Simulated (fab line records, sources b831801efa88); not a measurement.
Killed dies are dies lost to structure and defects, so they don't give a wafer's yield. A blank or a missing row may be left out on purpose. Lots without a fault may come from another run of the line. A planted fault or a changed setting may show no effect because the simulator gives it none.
Problem report in the 8D (eight disciplines) form, filled by code | flow sky130 | the parts of the form that need people (team, actions taken, sign-off) are left out

1. THE PROBLEM
SD_N_RS at SKY_SD_N_RS_MEAS_16 reads a mean of 66.87 ohm/sq on 6 wafers of 2 lots; wafers without a fault read 68.53 ohm/sq with a standard deviation of 0.15. That is -11 standard deviations from the usual mean.
The step: measures by four-point-probe.
First seen on wafer L688.1, day 29 23:14, on film_metro-01. The record holds 33 wafers of 11 lots with a number at this step. Rule for "out", or "out of limits": more than 4 standard deviations from the usual mean. The other wafers with a number count as sound.

2. WHAT IT IS AND WHAT IT IS NOT
question                    | is                     | is not
which readings at this step | SD_N_RS                | -
which lots                  | L688, L690             | L684, L697, L698, L699, L700, L702, L703, L704, L705
which wafers of those lots  | all that have a number | -
read on which gauges        | film_metro-01          | film_metro-03, film_metro-04
when                        | from day 29 23:14      | up to then (3 sound wafers); but 24 sound wafers of L697, L698, L699, L700, L702, L703, L704, L705 came after

3. SUSPECTS, AND WHAT RULES EACH OUT
Counting: a tool at a process step up to the reading stays a suspect if it ran every lot that is out and no sound lot after the first of them.
- the gauge at SKY_SD_N_RS_MEAS_16: ruled out. All the wafers that are out were read on film_metro-01, but those of them that SKY_SD_N_IMPLANT_09 has rows for are out there too, on other tools.
- implanter-01 at SKY_SD_N_IMPLANT_09: ruled out as a lasting fault. Sound lots L699, L703, L705 ran on it after its first lot that is out, L688 (day 29 22:33).
- plasma_asher-03 at SKY_SD_N_STRIP_11 (strips in O2/N2): ruled out as a lasting fault. Sound lots L697, L698, L700, L705 ran on it after its first lot that is out, L688 (day 29 22:51).
Left after counting: nothing in the record.

4. THE CAUSE (what the simulator had put in)
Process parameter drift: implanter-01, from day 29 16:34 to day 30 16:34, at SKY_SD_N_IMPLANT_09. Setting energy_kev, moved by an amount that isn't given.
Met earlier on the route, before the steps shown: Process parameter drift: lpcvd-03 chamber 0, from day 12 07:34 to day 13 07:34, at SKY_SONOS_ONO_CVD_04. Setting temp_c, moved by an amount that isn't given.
Counting ruled it out, wrongly: the rule takes a fault to strike every lot that its tool runs from its start on, and this one did not.

5. THE CHAIN OF EFFECTS, in route order
Each row: a reading whose mean over the struck wafers that have a number lies more than 3 standard deviations from the usual. Only readings for which the record gives a usual standard deviation are gone through. hours: the time from each lot's start at the first step in this table that gives one to its start at this step, as a median over the lots. sigmas: the change in usual standard deviations.
hours | step                | reading                  | usual        | on struck wafers | change | sigmas
0     | SKY_SD_N_IMPLANT_09 | beam_energy_keV          | 50.003       | 52.391           | +2.388 | +99 or more
0     | SKY_SD_N_STRIP_11   | strip_time_to_endpoint_s | 22.57 s      | 22.97            | +0.40  | +9.6
1     | SKY_SD_N_RS_MEAS_16 | SD_N_RS                  | 68.53 ohm/sq | 66.87            | -1.66  | -11
The process steps in it:
- SKY_SD_N_IMPLANT_09
- SKY_SD_N_STRIP_11: strips in O2/N2.

6. WHAT WOULD HAVE CAUGHT IT SOONER
In this record the first reading out of limits at a measuring or inspecting step was taken at day 29 23:14, 7 hours after the fault began at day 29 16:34.
The tool's own readings at SKY_SD_N_IMPLANT_09 were out on every struck wafer that the step has a row for (beam_energy_keV): an alarm limit on them would have fired on the first of those.
